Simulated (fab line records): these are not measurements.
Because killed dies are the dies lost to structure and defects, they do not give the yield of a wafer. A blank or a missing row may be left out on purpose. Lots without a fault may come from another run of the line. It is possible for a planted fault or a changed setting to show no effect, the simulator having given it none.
fab line records ; flow gf180mcu ; part 2 of 2: steps 25 to 32 of 32
record: lots: 5; wafers: 15; last_day: 33
route steps=602 shown M2@370 V2@382
lots that met no fault: from a run of the same line without faults
start_h: start of the lot's first displayed wafer, in hours after the record's first day ; wait_h: time in hours since the lot's previous step ; " identical to the entry in the row above ; L1.1+2: several wafers, shown together as one row ; - either no value or no given start ; * or withheld: withheld ; < > ~ a bound
route shown NAME@n: a module of which the file shows steps, and the number in the route of the first ; usual: the fault-free wafers' mean and standard deviation ; same: alike in all rows ; chamber/n: place in a boat ; sites: per-site readings ; _std_site: standard deviation across them ; _edge_site: outer sites' mean less inner sites' ; radius_mm: for every site, how far away it sits from the centre of the wafer ; mask NAME#n: copy n ; behind: the tool/chamber that last shaped the wafer ; hold: the reason the lot was held/the length of the hold in hours/how it ended ; device: the n, p or np transistor that did not switch ; end of line: the tests these same wafers got at the end of their route ; step lacking rows: just its recipe ; killed: not the wafer's yield, but the dies lost to structure and defects at the first sort ; map: shows each die of a wafer: x if killed, . if not, _ if none is there
set.NAME: setting as actually run; set.NAME@STEP: the setting as run at that earlier step ; model.NAME: the simulator's own value behind a step, which no gauge read
certain route steps with their lots: each step a table, each wafer a row
services: from which hour (start_h, from the record's first day; less than 0 if before it) a tool's chamber was out of use, for how many hours, and why
== steps ==
step: GF_V2_PEB_12
recipe: peb_temp_c: 135; peb_time_s: 90; resist: KrF
usual: resist_line_temp_C: 22.99/0.11
lot.wafer;tool;chamber;start_h;wait_h;resist_line_temp_C
L080.1;litho_track-04;0;-;-;23.02
L080.2;litho_track-04;0;-;-;23.06
L080.4;litho_track-04;0;-;-;23.11
L082.1;litho_track-01;0;-;-;22.93
L082.2;litho_track-01;0;-;-;22.82
L082.6;litho_track-01;0;-;-;22.84
L084.1;litho_track-01;0;-;-;23.02
L084.3;litho_track-01;0;-;-;22.96
L084.4;litho_track-01;0;-;-;23.16
L086.2;litho_track-01;0;-;-;23.00
L086.5;litho_track-01;0;-;-;23.05
L086.6;litho_track-01;0;-;-;22.98
L094.1;litho_track-01;0;-;-;23.04
L094.5;litho_track-01;0;-;-;22.93
L094.6;litho_track-01;0;-;-;22.86
step: GF_V2_DEVELOP_13
recipe: develop_time_s: 60; resist: KrF; dev_temp_c: 21
usual: resist_line_temp_C: 22.99/0.096
same: develop_time_s: 60
lot.wafer;tool;chamber;start_h;wait_h;resist_line_temp_C
L080.1;litho_track-04;0;513.84;0.2;22.94
L080.2;litho_track-04;0;513.84;0.2;23.08
L080.4;litho_track-04;0;513.84;0.2;22.99
L082.1;litho_track-01;0;537.47;0.2;22.85
L082.2;litho_track-01;0;537.47;0.2;22.89
L082.6;litho_track-01;0;537.47;0.2;22.92
L084.1;litho_track-01;0;567.77;0.2;22.90
L084.3;litho_track-01;0;567.77;0.2;22.95
L084.4;litho_track-01;0;567.77;0.2;23.03
L086.2;litho_track-01;0;580.30;0.2;22.93
L086.5;litho_track-01;0;580.30;0.2;22.99
L086.6;litho_track-01;0;580.30;0.2;23.13
L094.1;litho_track-01;0;628.22;0.2;22.99
L094.5;litho_track-01;0;628.22;0.2;22.93
L094.6;litho_track-01;0;628.22;0.2;22.92
step: GF_V2_CD_MEAS_14
recipe: target_cd_nm: 260
usual: cd_nm: 260.2/1.1
lot.wafer;tool;chamber;start_h;wait_h;cd_nm
L080.1;cd_sem-02;-;514.02;0.2;260.8
L080.2;cd_sem-02;-;514.02;0.2;260.1
L080.4;cd_sem-02;-;514.02;0.2;260.2
L082.1;cd_sem-02;-;537.62;0.1;261.8
L082.2;cd_sem-02;-;537.62;0.1;260.0
L082.6;cd_sem-02;-;537.62;0.1;260.3
L084.1;cd_sem-01;-;567.92;0.1;259.3
L084.3;cd_sem-01;-;567.92;0.1;258.9
L084.4;cd_sem-01;-;567.92;0.1;257.8
L086.2;cd_sem-01;-;580.44;0.1;262.2
L086.5;cd_sem-01;-;580.44;0.1;261.4
L086.6;cd_sem-01;-;580.44;0.1;262.5
L094.1;cd_sem-02;-;628.37;0.1;260.4
L094.5;cd_sem-02;-;628.37;0.1;259.0
L094.6;cd_sem-02;-;628.37;0.1;258.1
step: GF_V2_OVL_MEAS_15
usual: V2_OVL: -1/6.1
lot.wafer;tool;chamber;start_h;wait_h;V2_OVL[nm]
L080.1;overlay-02;-;514.14;0.1;-5
L080.2;overlay-02;-;514.14;0.1;-9
L080.4;overlay-02;-;514.14;0.1;-7
L082.1;overlay-01;-;537.74;0.1;6
L082.2;overlay-01;-;537.74;0.1;2
L082.6;overlay-01;-;537.74;0.1;0
L084.1;overlay-01;-;568.08;0.1;-8
L084.3;overlay-01;-;568.08;0.1;0
L084.4;overlay-01;-;568.08;0.1;0
L086.2;overlay-01;-;580.55;0.1;-6
L086.5;overlay-01;-;580.55;0.1;-3
L086.6;overlay-01;-;580.55;0.1;-12
L094.1;overlay-02;-;628.49;0.1;-13
L094.5;overlay-02;-;628.49;0.1;-10
L094.6;overlay-02;-;628.49;0.1;-13
step: GF_V2_ETCH_16
recipe: chemistry: N2/H2; target_depth_a: withheld; overetch_a: withheld; time_s: withheld; target: BARC; ion_energy_ev: 200; source_w: 500; bias_w: 100; pressure_mtorr: 30; n2_flow_sccm: 100; h2_flow_sccm: 200
usual: chamber_pressure_mTorr: 30.000/0.026; drypump_motor_current_A: 5.9/0.53; h2_flow_sccm: 200.0/0.62; oes_product_au: 0.854/0.0053; throttle_valve_pct: 13.224/0.0091
lot.wafer;tool;chamber;start_h;wait_h;chamber_pressure_mTorr;drypump_motor_current_A;h2_flow_sccm;oes_product_au;throttle_valve_pct
L080.1;rie_diel-02;2;514.17;0.0;29.977;5.9;200.2;0.857;13.215
L080.2;rie_diel-02;3;514.17;0.0;30.027;5.7;200.1;0.853;13.240
L080.4;rie_diel-02;0;514.17;0.0;29.975;6.1;199.8;0.842;13.217
L082.1;rie_diel-02;3;537.78;0.0;30.018;5.6;200.4;0.858;13.214
L082.2;rie_diel-02;2;537.78;0.0;30.020;5.9;200.3;0.866;13.232
L082.6;rie_diel-02;3;537.78;0.0;30.002;5.7;200.3;0.858;13.221
L084.1;rie_diel-01;1;568.11;0.0;30.094;5.8;199.9;0.864;13.232
L084.3;rie_diel-01;0;568.11;0.0;29.963;6.1;200.2;0.858;13.218
L084.4;rie_diel-01;3;568.11;0.0;30.007;5.3;199.8;0.852;13.229
L086.2;rie_diel-02;0;580.58;0.0;30.009;6.1;199.3;0.853;13.208
L086.5;rie_diel-02;1;580.58;0.0;29.986;6.4;199.5;0.857;13.229
L086.6;rie_diel-02;2;580.58;0.0;30.002;5.9;199.1;0.856;13.233
L094.1;rie_diel-01;1;628.53;0.0;29.958;5.8;199.3;0.855;13.215
L094.5;rie_diel-01;2;628.53;0.0;29.979;6.6;199.7;0.857;13.226
L094.6;rie_diel-01;1;628.53;0.0;29.993;5.8;198.7;0.855;13.214
step: GF_V2_ETCH_17
recipe: chemistry: C4F8/O2/Ar; mask_material: KrF; target: SiO2; stop_on: TiN; source_w: 1500; bias_w: 1200; pressure_mtorr: 40; c4f8_flow_sccm: withheld; O2_flow_sccm: 6; Ar_flow_sccm: 300; time_s: withheld; target_depth_a: 6300
usual: chamber_pressure_mTorr: 40.00/0.039; oes_product_au: 0.855/0.0045
lot.wafer;tool;chamber;start_h;wait_h;chamber_pressure_mTorr;oes_product_au
L080.1;rie_diel-02;2;-;-;40.02;0.849
L080.2;rie_diel-02;3;-;-;39.97;0.851
L080.4;rie_diel-02;0;-;-;40.04;0.857
L082.1;rie_diel-02;3;-;-;40.02;0.849
L082.2;rie_diel-02;2;-;-;39.96;0.862
L082.6;rie_diel-02;3;-;-;39.93;0.868
L084.1;rie_diel-01;1;-;-;39.92;0.864
L084.3;rie_diel-01;0;-;-;39.98;0.859
L084.4;rie_diel-01;3;-;-;40.02;0.855
L086.2;rie_diel-02;0;-;-;40.01;0.857
L086.5;rie_diel-02;1;-;-;39.99;0.853
L086.6;rie_diel-02;2;-;-;39.95;0.863
L094.1;rie_diel-01;1;-;-;39.93;0.860
L094.5;rie_diel-01;2;-;-;39.96;0.854
L094.6;rie_diel-01;1;-;-;40.02;0.854
step: GF_V2_STRIP_18
recipe: chemistry: O2/N2; power_w: 1400; pressure_mtorr: 1500; platen_temp_c: 250; o2_flow_sccm: 3000; n2_flow_sccm: 300; overash_fraction: 0.5
usual: chamber_pressure_mTorr: 1499.9/1.3; drypump_motor_current_A: 5.8/0.49; heater_power_w: 324/20; oes_product_au: 0.593/0.0049
lot.wafer;tool;chamber;start_h;wait_h;chamber_pressure_mTorr;drypump_motor_current_A;heater_power_w;oes_product_au;rf_hours_counter_h
L080.1;plasma_asher-04;1;514.30;-;1500.0;5.4;313;0.595;37
L080.2;plasma_asher-04;0;514.30;-;1502.6;5.5;307;0.595;37
L080.4;plasma_asher-04;0;514.30;-;1498.3;5.5;308;0.585;-
L082.1;plasma_asher-03;1;537.91;-;1499.5;6.8;361;0.587;77
L082.2;plasma_asher-03;0;537.91;-;1500.0;5.8;310;0.588;77
L082.6;plasma_asher-03;1;537.91;-;1499.9;6.8;357;0.594;-
L084.1;plasma_asher-03;1;568.24;-;1498.3;6.8;356;0.598;80
L084.3;plasma_asher-03;1;568.24;-;1500.1;6.8;349;0.599;-
L084.4;plasma_asher-03;0;568.24;-;1500.7;5.8;310;0.590;-
L086.2;plasma_asher-01;0;580.71;-;1500.6;5.8;312;0.579;14
L086.5;plasma_asher-01;1;580.71;-;1499.4;5.3;343;0.594;-
L086.6;plasma_asher-01;0;580.71;-;1500.1;5.7;317;0.597;-
L094.1;plasma_asher-04;0;628.66;-;1499.7;5.5;300;0.589;51
L094.5;plasma_asher-04;1;628.66;-;1498.7;5.4;317;0.592;-
L094.6;plasma_asher-04;0;628.66;-;1500.2;5.5;302;0.592;-
step: GF_V2_STRIP_19
recipe: chemistry: post_etch_residue_remover; time_s: 1200; temp_c: 72.5
usual: bath_guard_temp_C: 72.3/0.42; temp_c: 72.51/0.13
lot.wafer;tool;chamber;start_h;wait_h;bath_guard_temp_C;temp_c
L080.1;wet_bench-03;2;514.40;0.1;71.8;72.28
L080.2;wet_bench-03;2;514.40;0.1;71.7;72.43
L080.4;wet_bench-03;2;514.40;0.1;72.1;72.41
L082.1;wet_bench-04;3;538.01;0.1;71.9;72.60
L082.2;wet_bench-04;3;538.01;0.1;71.7;72.47
L082.6;wet_bench-04;3;538.01;0.1;71.9;72.58
L084.1;wet_bench-03;3;568.34;0.1;72.3;72.30
L084.3;wet_bench-03;3;568.34;0.1;72.0;72.46
L084.4;wet_bench-03;3;568.34;0.1;72.3;72.35
L086.2;wet_bench-04;0;580.81;0.1;72.4;72.46
L086.5;wet_bench-04;0;580.81;0.1;72.8;72.45
L086.6;wet_bench-04;0;580.81;0.1;72.5;72.48
L094.1;wet_bench-03;2;628.76;0.1;72.0;72.68
L094.5;wet_bench-03;2;628.76;0.1;72.0;72.78
L094.6;wet_bench-03;2;628.76;0.1;71.9;72.70
== services ==
tool;chamber;start_h;hours;kind
krf_scanner-02;-;456.69;0.2;repair
krf_scanner-02;-;464.17;0.7;repair
cmp-02;-;467.31;0.3;repair
plasma_asher-01;-;470.18;7.7;repair
pecvd-01;-;474.60;1.8;repair
hdpcvd-01;0;493.38;7.3;repair
krf_scanner-01;-;506.45;1.0;pm
krf_scanner-02;-;512.23;1.0;pm
krf_scanner-02;-;513.90;0.8;pm
krf_scanner-01;-;517.18;1.3;pm
rie_metal-03;0;518.20;6.6;repair
krf_scanner-02;-;521.19;1.3;pm
plasma_asher-01;-;521.62;21.6;repair
rie_diel-01;-;522.29;2.8;pm
rie_diel-02;0;524.11;11.0;repair
rie_diel-02;1;533.63;6.9;repair
krf_scanner-01;-;554.13;0.8;pm
rie_diel-01;2;562.99;4.7;repair
plasma_asher-03;-;570.88;0.4;repair
cmp-02;-;576.16;8.2;pm
rie_diel-01;3;587.84;3.5;repair
rie_diel-02;1;594.37;2.4;repair
cmp-02;-;596.35;0.3;repair
krf_scanner-01;-;609.30;1.3;repair
